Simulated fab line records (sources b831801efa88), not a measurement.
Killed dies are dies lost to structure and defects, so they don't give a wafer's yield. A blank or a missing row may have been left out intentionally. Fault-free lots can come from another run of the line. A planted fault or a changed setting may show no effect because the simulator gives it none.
Comparing a struck lot with a sound one || flow gf180mcu || 17 out of 602 route steps
Sound: the wafers L479.3, L479.5, L479.6. Struck: wafer L486.1 (left out: L486.2, L486.3 of the same lot, which were not struck); the cause appears at the end.
Each step with rows lists, per side, the tool, then ch with its chambers, then its first start. Under that, the readings that differ: sound wafers || struck wafers || difference of the means || sigmas: that difference in standard deviations of wafers without a fault.
alike: readings with means less than 2 such deviations apart, plus words and numbers identical on both sides. not compared: withheld readings, readings lacking a value on some wafer, bounds such as >300 that could conceal the same value, and numbers that have no deviation in the record and whose values overlap.
The two part at a step that has a row with sigmas, a row that says differs or no value, or rows on one side only. Numbers that have no deviation but don't overlap get no sigmas and don't part them. A reading that every wafer of one side lacks parts them only if that side has two wafers or more.

first, 1 step without rows for these wafers: GF_STI_OXIDATION_01 (stabilise 600 s, purge 300 s, target thk 10 nm).
GF_STI_THK_MEAS_02:
  sound on film metro-03, day 1 21:51; struck on film metro-03, day 3 09:58
  alike: STI_OXIDATION_THK
then, 1 step without rows for these wafers: GF_STI_CVD_03 (deposits Si3N4 from DCS/NH3, target thk 207.16 nm, time 3551 s).
GF_STI_THK_MEAS_04:
  sound on film metro-02, day 1 23:53; struck on film metro-04, day 3 12:01
  alike: STI_CVD_03_THK
then, 7 steps without rows for these wafers: GF_STI_DEHYDRATE_05 (time 60 s); GF_STI_HMDS_06 (prime time 60 s); GF_STI_COAT_07 (resist thk 700 nm); GF_STI_SOFTBAKE_08 (time 60 s); GF_STI_EXPOSE_09 (exposes mask COMP, target cd 220 nm); GF_STI_PEB_10 (peb time 90 s); GF_STI_DEVELOP_11 (develop time 60 s).
GF_STI_CD_MEAS_12: target cd 220 nm.
  sound on cd sem-02, day 2 11:09; struck on cd sem-01, day 4 01:01
  alike: cd nm
GF_STI_ETCH_13: etches the open film in CHF3/O2, stops on Si, target depth 282.31 nm, time 112.9 s.
  sound on rie diel-01 ch 1,2, day 2 11:16; struck on rie diel-02 ch 1, day 4 01:08
{"reading": "oes product au (a.u.)", "sound": "0.833 0.833 0.837", "struck": 0.785, "difference": -0.049, "sigmas": -8}
{"reading": "rf hours counter h (h)", "sound": "- - -", "struck": 38, "difference": "no value on the sound wafers", "sigmas": ""}
{"reading": "model.KrF_of_STI_COAT_07.thk nm (nm)", "sound": "438.3 448 438.8", "struck": 401.9, "difference": -39.8, "sigmas": ""}
  alike: drypump motor current A, throttle valve pct
GF_STI_ETCH_14: etches Si in HBr/Cl2/O2, target depth 360 nm, time 102.9 s.
  sound on rie si-02 ch 0,1,3, day 2 11:20; struck on rie si-01 ch 0, day 4 01:13
{"reading": "model.KrF_of_STI_COAT_07.thk nm (nm)", "sound": "319.3 328.8 318.3", "struck": 282.3, "difference": -39.8, "sigmas": ""}
  alike: drypump motor current A, oes product au, throttle valve pct
  not compared: rf hours counter h
GF_STI_STRIP_15: strips in O2/N2.
  sound on plasma asher-01 ch 0,1, day 2 11:27; struck on plasma asher-04 ch 0, day 4 01:17
{"reading": "oes product au (a.u.)", "sound": "0.387 0.383 0.388", "struck": 0.367, "difference": -0.019, "sigmas": -4}
{"reading": "rf hours counter h (h)", "sound": "- - -", "struck": 42, "difference": "no value on the sound wafers", "sigmas": ""}
{"reading": "strip time to endpoint s (s)", "sound": "3.72 3.81 3.73", "struck": 3.32, "difference": -0.43, "sigmas": -10}
  alike: drypump motor current A, heater power w
then, 1 step without rows for these wafers: GF_STI_CLEAN_16 (cleans in dHF, time 25 s).
GF_PASSIVATION_PROBE_99:
  rows exist in the record for the sound wafers here (prober-02, day 29 08:58), none for the struck ones

== WHERE THEY PART ==
First at GF_STI_ETCH_13; last, within this record, at GF_PASSIVATION_PROBE_99.

WHY: whatever the simulator had introduced
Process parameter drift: rie diel-02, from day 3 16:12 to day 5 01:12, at GF_STI_ETCH_13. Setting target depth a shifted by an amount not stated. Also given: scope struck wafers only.
